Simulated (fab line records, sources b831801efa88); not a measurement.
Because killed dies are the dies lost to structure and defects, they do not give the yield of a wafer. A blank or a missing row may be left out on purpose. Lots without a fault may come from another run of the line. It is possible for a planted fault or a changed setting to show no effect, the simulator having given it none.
Which tool is to blame? ; flow sfq line ; 41 wafers from 14 lots sampled at 5 of the route's 325 steps

## WHAT THE GAUGES READ, wafer by wafer
SFQ_I1_OVL_MEAS_913.
lot;measured;on;I1_OVL (nm)
L820;day 23 11:31;overlay-02;9 9 1
L824;day 25 23:31;overlay-02;6 7 3
L826;day 26 01:55;overlay-02;3 13 7
L827;day 26 04:00;overlay-01;6 1 1
L828;day 26 14:20;overlay-02;-5 4 -4
L830;day 27 16:08;overlay-02;12 15 10
L831;day 28 13:44;overlay-02;7 3 8
L832;day 28 21:37;overlay-02;-2 2 -1
L833;day 29 00:01;overlay-02;0 5 4
L835;day 29 02:25;overlay-02;-5 -6 -15
L838;day 29 09:05;overlay-01;-5 -6
L841;day 29 13:51;overlay-01;5 1 9
L842;day 36 00:47;overlay-02;0 -1 -4
L843;day 36 07:58;overlay-01;-8 -7 0

SFQ_I7_OVL_MEAS_947.
lot;measured;on;I7_OVL (nm)
L820;day 75 11:10;overlay-02;-1 4 -3
L824;day 77 07:55;overlay-01;8 4 4
L826;day 77 19:19;overlay-02;5 -8 -5
L827;day 77 22:54;overlay-02;-5 -2 -3
L828;day 78 21:55;overlay-01;-1 -1 2
L830;day 79 02:44;overlay-01;-1 3 1
L831;day 79 04:17;overlay-01;-6 -3 -10
L832;day 79 11:29;overlay-01;-10 -4 -8
L833;day 79 13:52;overlay-02;-5 -14 -9
L835;day 84 08:12;overlay-02;-2 3 -7
L838;day 84 20:13;overlay-01;- -
L841;day 85 04:43;overlay-02;- - -
L842;day 85 20:20;overlay-02;1 7 3
L843;day 85 23:31;overlay-01;5 2 5

## WHICH TOOL RAN EACH LOT (tool, then ch and the chambers of the sampled wafers, then the start)
lot;SFQ_TRILAYER_I1_CMP_CMP_046;SFQ_TRILAYER_M2_BARC_OPEN_METAL_ETCH_077;SFQ_TRILAYER_I7_VIA_LITHO_PEB_190
L820;cmp-01 ch 0,3, day 22 05:10;rie metal-01 ch 0,1, day 29 23:29;litho track-01 ch 0, day 75 10:52
L824;cmp-02 ch 0,1,2, day 24 16:26;rie metal-02 ch 0,1, day 32 14:57;litho track-04 ch 0, day 77 07:37
L826;cmp-01 ch 0,1,3, day 25 09:57;rie metal-04 ch 0, day 32 17:21;litho track-03 ch 0, day 77 19:02
L827;cmp-01 ch 1,2,3, day 25 21:26;rie metal-02 ch 0,1, day 32 18:33;litho track-01 ch 0, day 77 22:36
L828;cmp-02 ch 1,2,3, day 26 07:46;rie metal-04 ch 0,1, day 33 07:53;litho track-01 ch 0, day 78 21:37
L830;cmp-02 ch 2,3, day 27 09:34;rie metal-04 ch 0,1, day 34 10:18;litho track-01 ch 0, day 79 02:28
L831;cmp-01 ch 0,3, day 28 07:40;rie metal-01 ch 0,1, day 35 04:18;litho track-03 ch 0, day 79 04:01
L832;cmp-01 ch 0,1,2, day 28 13:10;rie metal-02 ch 0,1, day 35 11:29;litho track-03 ch 0, day 79 11:11
L833;cmp-02 ch 0,2, day 28 15:28;rie metal-02 ch 0,1, day 35 13:53;litho track-03 ch 0, day 79 13:34
L835;cmp-02 ch 0,1,2, day 28 17:58;rie metal-01 ch 0, day 35 16:17;litho track-03 ch 0, day 84 07:54
L838;cmp-01 ch 1,2, day 29 03:53;rie metal-04 ch 0,1, day 35 22:26;litho track-03 ch 0, day 84 20:00
L841;cmp-02 ch 0,1,2, day 29 06:06;rie metal-04 ch 0,1, day 36 04:24;litho track-03 ch 0, day 85 04:25
L842;cmp-01 ch 2,3, day 29 08:23;rie metal-04 ch 0,1, day 42 14:47;litho track-04 ch 0, day 85 20:06
L843;cmp-02 ch 0,1,2, day 29 13:06;rie metal-01 ch 0,1, day 42 23:18;litho track-04 ch 0, day 85 23:13
- SFQ_TRILAYER_I1_CMP_CMP_046: polishes SiO2.
- SFQ_TRILAYER_M2_BARC_OPEN_METAL_ETCH_077: etches BARC in O2, target depth 125 nm, time 43.11 s.
- SFQ_TRILAYER_I7_VIA_LITHO_PEB_190: peb time 60 s.

## WHAT THE TOOLS THEMSELVES READ (means of the sampled wafers that have a number; where no wafer has one, the mark that the record gives instead)
SFQ_TRILAYER_I1_CMP_CMP_046.
lot;tool;motor current A (A);time to endpoint s (s)
L820;cmp-01;10.6;211
L824;cmp-02;9.1;215
L826;cmp-01;10.3;209
L827;cmp-01;10.2;205
L828;cmp-02;9.6;202
L830;cmp-02;10.0;218
L831;cmp-01;10.6;206
L832;cmp-01;10.5;206
L833;cmp-02;9.8;221
L835;cmp-02;9.5;223
L838;cmp-01;10.3;214
L841;cmp-02;9.4;219
L842;cmp-01;10.2;219
L843;cmp-02;9.5;216

SFQ_TRILAYER_M2_BARC_OPEN_METAL_ETCH_077.
lot;tool;drypump motor current A (A);he backside leak sccm (sccm);oes product au (a.u.)
L820;rie metal-01;6.1;3.7;0.681
L824;rie metal-02;6.3;3.3;0.681
L826;rie metal-04;5.8;3.1;0.680
L827;rie metal-02;5.8;3.3;0.679
L828;rie metal-04;5.6;3.4;0.677
L830;rie metal-04;5.6;3.4;0.682
L831;rie metal-01;6.0;3.4;0.678
L832;rie metal-02;5.9;3.2;0.681
L833;rie metal-02;5.8;3.3;0.679
L835;rie metal-01;5.9;3.3;0.680
L838;rie metal-04;5.7;3.4;0.680
L841;rie metal-04;5.6;3.4;0.681
L842;rie metal-04;5.7;3.3;0.678
L843;rie metal-01;6.0;3.2;0.681

SFQ_TRILAYER_I7_VIA_LITHO_PEB_190.
lot;tool;exhaust pa (Pa);heater power total W (W)
L820;litho track-01;44.7;79.20
L824;litho track-04;44.6;79.14
L826;litho track-03;45.5;79.17
L827;litho track-01;44.9;79.16
L828;litho track-01;44.2;79.21
L830;litho track-01;45.4;79.14
L831;litho track-03;44.8;79.20
L832;litho track-03;44.1;79.18
L833;litho track-03;44.7;79.10
L835;litho track-03;45.6;79.11
L838;litho track-03;45.2;112.91
L841;litho track-03;46.1;112.97
L842;litho track-04;44.4;79.22
L843;litho track-04;45.3;79.14

## THE ANSWER, worked out from the rows above alone
Rule: what is usual is taken from the lots themselves. Put in order of their means at a reading, lots are off if they are a third of the lots or fewer, leave a main group of 4 or more, and stand apart from it by a gap of 3 or more times the standard deviation of the main group's means; of several such gaps the widest counts. If all means in a main group match to the digits the tables above print for the reading, that group is not used. Also off: a lot with no number at a reading for which 4 or more lots have one. Any other lot the step has rows for is counted as sound. After the gauges, taken in route order, come the tools' own readings; for these a lot's mean is taken, as printed above. The first step at which some lot is off is used, and at that step the reading that is off furthest; a lot without a number counts as furthest.
Off: L838, L841, at SFQ_I7_OVL_MEAS_947 (I7_OVL). Without a number there: L838, L841. Mean -1 nm and standard deviation 4.5 in the main group.
A tool fits if, at a process step before that reading, it ran every lot that is off, and no sound lot after the first of them. The gauges at SFQ_I7_OVL_MEAS_947 aren't tried: what is off there is off at SFQ_TRILAYER_I7_VIA_LITHO_PEB_190 too, on other tools, and a gauge's error can't cause that. One fits: SFQ_TRILAYER_I7_VIA_LITHO_PEB_190 on litho track-03. Its last sound lot is L835 (day 84 07:54), its first lot that is off L838 (day 84 20:00): a fault that began between those two fits.
The tool's own readings at SFQ_TRILAYER_I7_VIA_LITHO_PEB_190 bear it out: on the lots that are off they differ by more than 5 times the standard deviation of the sound lots' means. heater power total W reads 112.94 W there against 79.16 W on the sound lots.

## WHAT THE SIMULATOR PUT IN
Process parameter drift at SFQ_TRILAYER_I7_VIA_LITHO_PEB_190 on litho track-03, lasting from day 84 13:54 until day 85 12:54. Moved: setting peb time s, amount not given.
Lots struck among those shown: L838, L841. This agrees with what the rule above found.
